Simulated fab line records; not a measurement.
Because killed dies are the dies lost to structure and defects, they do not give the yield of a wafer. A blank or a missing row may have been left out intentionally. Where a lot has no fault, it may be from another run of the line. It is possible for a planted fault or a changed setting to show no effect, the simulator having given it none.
Which of the tools did it? / flow gf180mcu / 24 lots, 72 wafers sampled, at 4 steps of a route of 602

WHAT EACH GAUGE READ, for each wafer
GF_STI_THK_MEAS_22.
lot=L074; measured=day 2 03:56; on=filmMetro-01; STI_OXIDATION_01_THK (nm)=15.37 14.97 15.30
lot=L075; measured=day 2 09:02; on=filmMetro-01; STI_OXIDATION_01_THK (nm)=15.31 15.16 15.04
lot=L076; measured=day 2 15:04; on=filmMetro-02; STI_OXIDATION_01_THK (nm)=15.03 15.35 15.21
lot=L077; measured=day 2 18:44; on=filmMetro-03; STI_OXIDATION_01_THK (nm)=15.13 15.09 15.21
lot=L078; measured=day 3 00:07; on=filmMetro-03; STI_OXIDATION_01_THK (nm)=15.44 15.20 14.95
lot=L079; measured=day 3 04:40; on=filmMetro-01; STI_OXIDATION_01_THK (nm)=14.72 14.96 14.51
lot=L080; measured=day 3 09:26; on=filmMetro-03; STI_OXIDATION_01_THK (nm)=15.32 15.33 15.46
lot=L081; measured=day 3 16:12; on=filmMetro-03; STI_OXIDATION_01_THK (nm)=14.82 14.95 14.92
lot=L082; measured=day 3 21:49; on=filmMetro-02; STI_OXIDATION_01_THK (nm)=14.92 15.06 15.15
lot=L083; measured=day 4 01:29; on=filmMetro-02; STI_OXIDATION_01_THK (nm)=14.96 15.10 15.01
lot=L084; measured=day 4 06:20; on=filmMetro-03; STI_OXIDATION_01_THK (nm)=14.96 14.79 14.87
lot=L085; measured=day 4 11:16; on=filmMetro-01; STI_OXIDATION_01_THK (nm)=15.06 15.05 15.19
lot=L086; measured=day 4 17:22; on=filmMetro-02; STI_OXIDATION_01_THK (nm)=14.92 14.94 14.87
lot=L087; measured=day 4 22:50; on=filmMetro-02; STI_OXIDATION_01_THK (nm)=15.26 15.50 15.34
lot=L088; measured=day 5 04:26; on=filmMetro-03; STI_OXIDATION_01_THK (nm)=14.74 14.69 14.87
lot=L089; measured=day 5 10:02; on=filmMetro-02; STI_OXIDATION_01_THK (nm)=15.20 15.04 14.98
lot=L090; measured=day 5 14:00; on=filmMetro-01; STI_OXIDATION_01_THK (nm)=15.26 15.33 15.10
lot=L091; measured=day 5 21:41; on=filmMetro-03; STI_OXIDATION_01_THK (nm)=14.76 14.81 14.97
lot=L092; measured=day 6 02:28; on=filmMetro-03; STI_OXIDATION_01_THK (nm)=14.68 14.80 14.90
lot=L093; measured=day 6 06:51; on=filmMetro-03; STI_OXIDATION_01_THK (nm)=14.68 14.79 14.82
lot=L094; measured=day 6 09:57; on=filmMetro-01; STI_OXIDATION_01_THK (nm)=14.57 14.77 14.88
lot=L095; measured=day 6 14:59; on=filmMetro-01; STI_OXIDATION_01_THK (nm)=15.01 14.78 14.83
lot=L096; measured=day 6 23:26; on=filmMetro-01; STI_OXIDATION_01_THK (nm)=14.88 14.78 14.79
lot=L097; measured=day 7 03:03; on=filmMetro-02; STI_OXIDATION_01_THK (nm)=15.02 15.06 15.04

GF_V2_CD_MEAS_14: target cd 260 nm.
lot=L074; measured=day 20 01:21; on=cdSem-01; cdNm (nm)=260.2 260.7 260.1
lot=L075; measured=day 20 16:13; on=cdSem-01; cdNm (nm)=259.9 260.2 259.6
lot=L076; measured=day 21 02:42; on=cdSem-02; cdNm (nm)=259.3 260.7 260.0
lot=L077; measured=day 21 06:26; on=cdSem-02; cdNm (nm)=259.5 259.7 259.6
lot=L078; measured=day 21 15:47; on=cdSem-01; cdNm (nm)=262.1 262.2 261.5
lot=L079; measured=day 21 23:02; on=cdSem-01; cdNm (nm)=258.4 258.4 259.6
lot=L080; measured=day 22 14:26; on=cdSem-01; cdNm (nm)=259.4 259.7 260.1
lot=L081; measured=day 22 21:10; on=cdSem-02; cdNm (nm)=260.2 259.0 261.2
lot=L082; measured=day 23 05:39; on=cdSem-02; cdNm (nm)=260.1 259.9 258.6
lot=L083; measured=day 23 10:24; on=cdSem-02; cdNm (nm)=261.4 263.1 261.6
lot=L084; measured=day 24 01:20; on=cdSem-01; cdNm (nm)=260.2 260.0 260.1
lot=L085; measured=day 24 03:35; on=cdSem-01; cdNm (nm)=261.3 262.1 261.9
lot=L086; measured=day 24 22:30; on=cdSem-01; cdNm (nm)=260.5 260.1 259.4
lot=L087; measured=day 25 08:29; on=cdSem-02; cdNm (nm)=259.9 260.0 260.4
lot=L088; measured=day 25 11:51; on=cdSem-02; cdNm (nm)=260.0 259.4 259.5
lot=L089; measured=day 25 16:45; on=cdSem-01; cdNm (nm)=259.8 261.1 261.2
lot=L090; measured=day 25 23:23; on=cdSem-02; cdNm (nm)=260.7 260.7 259.8
lot=L091; measured=day 26 09:26; on=cdSem-02; cdNm (nm)=259.0 259.4 257.9
lot=L092; measured=day 26 16:45; on=cdSem-01; cdNm (nm)=260.0 259.4 258.9
lot=L093; measured=day 26 23:23; on=cdSem-01; cdNm (nm)=261.7 261.5 262.0
lot=L094; measured=day 27 03:23; on=cdSem-01; cdNm (nm)=260.9 260.6 260.9
lot=L095; measured=day 27 12:57; on=cdSem-01; cdNm (nm)=259.0 258.7 259.7
lot=L096; measured=day 27 20:06; on=cdSem-01; cdNm (nm)=260.1 260.2 260.3
lot=L097; measured=day 28 02:11; on=cdSem-02; cdNm (nm)=261.5 260.9 260.4

GF_V2_RS_MEAS_24: measures by four-point-probe.
lot=L074; measured=day 20 02:31; on=filmMetro-04; V2_W_RS (ohm/sq)=0.331 0.330 0.329
lot=L075; measured=day 20 17:14; on=filmMetro-04; V2_W_RS (ohm/sq)=0.330 0.331 0.329
lot=L076; measured=day 21 03:44; on=filmMetro-01; V2_W_RS (ohm/sq)=0.336 0.335 0.329
lot=L077; measured=day 21 07:28; on=filmMetro-01; V2_W_RS (ohm/sq)=0.320 0.322 0.325
lot=L078; measured=day 21 16:49; on=filmMetro-04; V2_W_RS (ohm/sq)=0.334 0.334 0.327
lot=L079; measured=day 22 00:04; on=filmMetro-02; V2_W_RS (ohm/sq)=0.325 0.331 0.326
lot=L080; measured=day 22 15:28; on=filmMetro-02; V2_W_RS (ohm/sq)=0.330 0.326 0.329
lot=L081; measured=day 22 22:14; on=filmMetro-04; V2_W_RS (ohm/sq)=0.323 0.326 0.330
lot=L082; measured=day 23 06:43; on=filmMetro-01; V2_W_RS (ohm/sq)=0.333 0.337 0.330
lot=L083; measured=day 23 11:26; on=filmMetro-02; V2_W_RS (ohm/sq)=0.331 0.322 0.324
lot=L084; measured=day 24 02:22; on=filmMetro-01; V2_W_RS (ohm/sq)=0.324 0.326 0.328
lot=L085; measured=day 24 04:53; on=filmMetro-02; V2_W_RS (ohm/sq)=0.329 0.332 0.334
lot=L086; measured=day 24 23:32; on=filmMetro-02; V2_W_RS (ohm/sq)=0.331 0.330 0.329
lot=L087; measured=day 25 09:32; on=filmMetro-01; V2_W_RS (ohm/sq)=0.330 0.326 0.324
lot=L088; measured=day 25 12:53; on=filmMetro-01; V2_W_RS (ohm/sq)=0.332 0.327 0.335
lot=L089; measured=day 25 17:47; on=filmMetro-01; V2_W_RS (ohm/sq)=0.331 0.326 0.332
lot=L090; measured=day 26 00:25; on=filmMetro-01; V2_W_RS (ohm/sq)=0.331 0.331 0.330
lot=L091; measured=day 26 10:30; on=filmMetro-02; V2_W_RS (ohm/sq)=0.330 0.329 0.321
lot=L092; measured=day 26 17:47; on=filmMetro-01; V2_W_RS (ohm/sq)=0.326 0.334 0.334
lot=L093; measured=day 27 00:26; on=filmMetro-04; V2_W_RS (ohm/sq)=0.334 0.334 0.332
lot=L094; measured=day 27 04:26; on=filmMetro-01; V2_W_RS (ohm/sq)=0.329 0.329 0.335
lot=L095; measured=day 27 14:04; on=filmMetro-04; V2_W_RS (ohm/sq)=0.331 0.327 0.330
lot=L096; measured=day 27 21:08; on=filmMetro-02; V2_W_RS (ohm/sq)=0.329 0.330 0.327
lot=L097; measured=day 28 03:13; on=filmMetro-02; V2_W_RS (ohm/sq)=0.329 0.332 0.331

WHICH TOOL RAN EACH LOT (tool, then ch and the chambers of the sampled wafers, then the start)
lot=L074; GF_CONTACT_ETCH_16=rieDiel-01 ch 1,2, day 15 21:11
lot=L075; GF_CONTACT_ETCH_16=rieDiel-04 ch 0,3, day 16 12:39
lot=L076; GF_CONTACT_ETCH_16=rieDiel-01 ch 0,2,3, day 16 21:14
lot=L077; GF_CONTACT_ETCH_16=rieDiel-04 ch 0,1,3, day 17 00:57
lot=L078; GF_CONTACT_ETCH_16=rieDiel-02 ch 2,3, day 17 11:21
lot=L079; GF_CONTACT_ETCH_16=rieDiel-01 ch 1,3, day 17 16:49
lot=L080; GF_CONTACT_ETCH_16=rieDiel-01 ch 1,2,3, day 18 08:16
lot=L081; GF_CONTACT_ETCH_16=rieDiel-04 ch 1,2, day 18 15:58
lot=L082; GF_CONTACT_ETCH_16=rieDiel-02 ch 2,3, day 19 00:58
lot=L083; GF_CONTACT_ETCH_16=rieDiel-04 ch 1,2,3, day 19 08:12
lot=L084; GF_CONTACT_ETCH_16=rieDiel-02 ch 1,2,3, day 19 20:46
lot=L085; GF_CONTACT_ETCH_16=rieDiel-01 ch 0,2,3, day 20 01:20
lot=L086; GF_CONTACT_ETCH_16=rieDiel-04 ch 0,1,2, day 20 20:17
lot=L087; GF_CONTACT_ETCH_16=rieDiel-02 ch 0,1,3, day 21 07:53
lot=L088; GF_CONTACT_ETCH_16=rieDiel-04 ch 1,2, day 21 11:12
lot=L089; GF_CONTACT_ETCH_16=rieDiel-02 ch 0,1,3, day 21 16:48
lot=L090; GF_CONTACT_ETCH_16=rieDiel-02 ch 0,3, day 21 23:35
lot=L091; GF_CONTACT_ETCH_16=rieDiel-02 ch 0,1,2, day 22 11:32
lot=L092; GF_CONTACT_ETCH_16=rieDiel-04 ch 0,1,3, day 22 19:43
lot=L093; GF_CONTACT_ETCH_16=rieDiel-01 ch 1,2, day 23 02:37
lot=L094; GF_CONTACT_ETCH_16=rieDiel-04 ch 0,2,3, day 23 06:42
lot=L095; GF_CONTACT_ETCH_16=rieDiel-04 ch 1,3, day 23 18:05
lot=L096; GF_CONTACT_ETCH_16=rieDiel-02 ch 1,2,3, day 24 02:15
lot=L097; GF_CONTACT_ETCH_16=rieDiel-01 ch 0,3, day 24 08:50
- GF_CONTACT_ETCH_16: etches BARC in N2/H2.

WHAT THE TOOLS THEMSELVES READ (means of the sampled wafers that have a number; where no wafer has one, the mark that the record gives instead)
GF_CONTACT_ETCH_16.
lot=L074; tool=rieDiel-01; drypumpMotorCurrentA (A)=5.6; oesProductAu (a.u.)=0.850; throttleValvePct (%)=13.219
lot=L075; tool=rieDiel-04; drypumpMotorCurrentA (A)=5.1; oesProductAu (a.u.)=0.862; throttleValvePct (%)=13.228
lot=L076; tool=rieDiel-01; drypumpMotorCurrentA (A)=5.5; oesProductAu (a.u.)=0.851; throttleValvePct (%)=13.222
lot=L077; tool=rieDiel-04; drypumpMotorCurrentA (A)=5.5; oesProductAu (a.u.)=0.852; throttleValvePct (%)=13.221
lot=L078; tool=rieDiel-02; drypumpMotorCurrentA (A)=5.5; oesProductAu (a.u.)=0.858; throttleValvePct (%)=13.234
lot=L079; tool=rieDiel-01; drypumpMotorCurrentA (A)=5.7; oesProductAu (a.u.)=0.852; throttleValvePct (%)=13.226
lot=L080; tool=rieDiel-01; drypumpMotorCurrentA (A)=5.7; oesProductAu (a.u.)=0.853; throttleValvePct (%)=13.240
lot=L081; tool=rieDiel-04; drypumpMotorCurrentA (A)=6.2; oesProductAu (a.u.)=0.848; throttleValvePct (%)=13.227
lot=L082; tool=rieDiel-02; drypumpMotorCurrentA (A)=5.3; oesProductAu (a.u.)=0.854; throttleValvePct (%)=13.227
lot=L083; tool=rieDiel-04; drypumpMotorCurrentA (A)=5.9; oesProductAu (a.u.)=0.858; throttleValvePct (%)=13.230
lot=L084; tool=rieDiel-02; drypumpMotorCurrentA (A)=5.5; oesProductAu (a.u.)=0.851; throttleValvePct (%)=13.229
lot=L085; tool=rieDiel-01; drypumpMotorCurrentA (A)=5.5; oesProductAu (a.u.)=0.857; throttleValvePct (%)=13.217
lot=L086; tool=rieDiel-04; drypumpMotorCurrentA (A)=5.8; oesProductAu (a.u.)=0.857; throttleValvePct (%)=13.224
lot=L087; tool=rieDiel-02; drypumpMotorCurrentA (A)=5.3; oesProductAu (a.u.)=0.855; throttleValvePct (%)=13.224
lot=L088; tool=rieDiel-04; drypumpMotorCurrentA (A)=6.2; oesProductAu (a.u.)=0.855; throttleValvePct (%)=13.231
lot=L089; tool=rieDiel-02; drypumpMotorCurrentA (A)=5.3; oesProductAu (a.u.)=0.855; throttleValvePct (%)=13.230
lot=L090; tool=rieDiel-02; drypumpMotorCurrentA (A)=5.2; oesProductAu (a.u.)=0.851; throttleValvePct (%)=13.210
lot=L091; tool=rieDiel-02; drypumpMotorCurrentA (A)=5.6; oesProductAu (a.u.)=0.855; throttleValvePct (%)=13.226
lot=L092; tool=rieDiel-04; drypumpMotorCurrentA (A)=5.5; oesProductAu (a.u.)=0.856; throttleValvePct (%)=13.233
lot=L093; tool=rieDiel-01; drypumpMotorCurrentA (A)=5.6; oesProductAu (a.u.)=0.855; throttleValvePct (%)=13.228
lot=L094; tool=rieDiel-04; drypumpMotorCurrentA (A)=5.5; oesProductAu (a.u.)=0.851; throttleValvePct (%)=13.230
lot=L095; tool=rieDiel-04; drypumpMotorCurrentA (A)=5.9; oesProductAu (a.u.)=0.857; throttleValvePct (%)=13.221
lot=L096; tool=rieDiel-02; drypumpMotorCurrentA (A)=5.5; oesProductAu (a.u.)=0.854; throttleValvePct (%)=13.219
lot=L097; tool=rieDiel-01; drypumpMotorCurrentA (A)=5.7; oesProductAu (a.u.)=0.854; throttleValvePct (%)=13.233

THE ANSWER, worked out from the rows above alone
Rule: the usual values come from the lots themselves. Put in order of their means at a reading, lots are off if they are a third of the lots or fewer, leave a main group of 4 or more, and stand apart from it by a gap of 3 or more times the standard deviation of the main group's means; of several such gaps the widest counts. Not used: any main group whose means are identical at the precision the tables above print for the reading. Also off: a lot with no number at a reading for which 4 or more lots have one. Any other lot the step has rows for is counted as sound. First the gauges in route order, then the tools' own readings, where a lot's mean is used as printed above. The first step at which some lot is off is used, and at that step the reading that is off furthest; a lot without a number counts as furthest.
None of the lots is off at any reading shown; this tells nothing.

WHAT WAS PUT IN BY THE SIMULATOR
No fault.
